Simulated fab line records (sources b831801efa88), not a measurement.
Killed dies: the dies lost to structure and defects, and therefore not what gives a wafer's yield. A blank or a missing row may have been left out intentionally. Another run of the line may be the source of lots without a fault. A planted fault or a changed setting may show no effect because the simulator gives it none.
One fault seen from 2 desks | flow sky130 | numbers are kept per desk, each desk with only its own; the story behind them comes last

== THE METROLOGY DESK ==
Means of the sampled wafers that have a number, per lot and without regard to the tool the lot ran on: this is what the gauges read. A lot is out of limits, marked OUT, if its mean lies more than 4 standard deviations from the usual mean; the brackets give that distance.
Columns: A = VIA3_BOW at SKY_VIA3_BOW_MEAS_03, usual 80 um; B = cdNm at SKY_VIA3_CD_MEAS_12, usual 200.1 nm; C = VIA3_OVL at SKY_VIA3_OVL_MEAS_13, usual -3 nm
lot  | first seen here | A  | B     | C
L172 | day 38 19:25    | 75 | 201.3 | 3
L174 | day 40 05:32    | 83 | 197.7 | -7
L182 | day 42 01:19    | 79 | 201.1 | -0
L184 | day 42 11:43    | 78 | 198.7 | -5
L185 | day 42 23:41    | 85 | 200.2 | -7
L186 | day 43 04:10    | 75 | 199.2 | -1
This desk's verdict: no lot among the 6 shows anything out of limits.

== AT THE TOOL OWNER'S DESK: rieDiel-01 ==
The tool's own readings at SKY_VIA3_ETCH_14 (etches BARC in N2/H2, stops on SiO2, time 45.9 s, target depth 60 nm): means of the sampled wafers that have a number, for each lot that ran on this tool. A lot is out of limits, marked OUT, if its mean lies more than 4 standard deviations from the usual mean; the brackets give that distance.
Columns: A = chamberPressureMTorr at SKY_VIA3_ETCH_14, usual 29.996 mTorr; B = drypumpMotorCurrentA at SKY_VIA3_ETCH_14, usual 5.9 A; C = oesProductAu at SKY_VIA3_ETCH_14, usual 0.855 a.u.; D = runLengthS at SKY_VIA3_ETCH_14, usual 74.1 s; E = throttleValvePct at SKY_VIA3_ETCH_14, usual 13.225 %
lot  | first seen here | A      | B   | C               | D               | E
L174 | day 41 06:04    | 29.998 | 5.7 | 0.857           | 74.2            | 13.226
L182 | day 43 00:55    | 29.977 | 6.0 | 0.852           | 73.9            | 13.229
L184 | day 43 10:28    | 30.007 | 5.6 | 0.927 (+18) OUT | 69.9 (-9.7) OUT | 13.235
L185 | day 43 23:06    | 29.982 | 5.7 | 0.932 (+20) OUT | 69.9 (-9.7) OUT | 13.238
This desk finds L184, L185 out of limits, L184 being first, at day 43 10:28 (oesProductAu at SKY_VIA3_ETCH_14). In limits: L174, L182.

== TAKEN TOGETHER ==
An alarm could have come from the tool owner's desk at day 43 10:28, on L184, L185.
Nothing out of limits was seen by the metrology desk.
The metrology desk holds a record of L184, L185, inside its limits.
All the named lots went through SKY_VIA3_ETCH_14 on rieDiel-01.

== WHAT HAD BEEN PUT IN BY THE SIMULATOR ==
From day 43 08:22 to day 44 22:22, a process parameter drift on rieDiel-01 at SKY_VIA3_ETCH_14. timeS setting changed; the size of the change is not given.
Struck lots among those shown: L184, L185.
Time in hours from fault onset to the first out-of-limits reading at each desk: the tool owner's desk, 2.
